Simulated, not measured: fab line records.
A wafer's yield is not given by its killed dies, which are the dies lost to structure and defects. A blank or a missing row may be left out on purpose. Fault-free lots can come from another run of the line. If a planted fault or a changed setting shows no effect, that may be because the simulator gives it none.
Matching of chambers + flow gf180mcu + cmp-02 running GF_STI_CMP_25: 4 sister chambers
The step polishes, stops on Si3N4, t overpolish 33 s, target thk 524.6 nm. 8 wafers are shown with their chamber, then 7 later ones without.

WAFERS PAIRED WITH THEIR CHAMBERS
| wafer  | chamber | motor-current-A (A) | time-to-endpoint-s (s) |
|--------|---------|---------------------|------------------------|
| L835.1 | 1       | 11.8                | 128                    |
| L835.2 | 0       | 9.3                 | 134                    |
| L835.4 | 2       | 12.9                | 130                    |
| L837.3 | 1       | 12.5                | 124                    |
| L837.5 | 0       | 9.1                 | 131                    |
| L837.6 | 3       | 12.9                | 129                    |
| L838.1 | 2       | 12.0                | 132                    |
| L838.3 | 3       | 13.5                | 129                    |

WAFERS WITH NO CHAMBER GIVEN
| wafer  | motor-current-A (A) | time-to-endpoint-s (s) |
|--------|---------------------|------------------------|
| L838.6 | 12.8                | 125                    |
| L844.1 | 12.8                | 136                    |
| L844.2 | 9.6                 | 136                    |
| L844.3 | 12.6                | 132                    |
| L848.1 | 12.3                | 137                    |
| L848.5 | 9.7                 | 138                    |
| L848.6 | 12.8                | 133                    |

EACH ONE'S CHAMBER
| wafer  | from the rows above          | in truth |
|--------|------------------------------|----------|
| L838.6 | can't be placed: 1 or 3 or 2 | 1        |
| L844.1 | can't be placed: 2 or 3      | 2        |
| L844.2 | 0                            | 0        |
| L844.3 | can't be placed: 2 or 3      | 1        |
| L848.1 | can't be placed: 2 or 3      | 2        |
| L848.5 | 0                            | 0        |
| L848.6 | can't be placed: 2 or 3      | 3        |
Placed correctly: 2 of 7. Can't be placed from these rows: 5 (the true chamber is among the candidates in 4). Wrongly placed: 0.
How it was worked out, from the rows above alone: a wafer's distance from a chamber is the root of the sum, over the readings, of the square of ((its reading less the chamber's mean) divided by the reading's scatter). If the next closest chamber is less than 2 further off than the closest, the wafer can't be placed; otherwise it belongs to the closest. Each chamber's mean is taken over the wafers shown for it. The scatter is the square root of a quotient: the sum, over the shown wafers, of each reading's squared deviation from its chamber's mean, divided by wafers minus chambers.
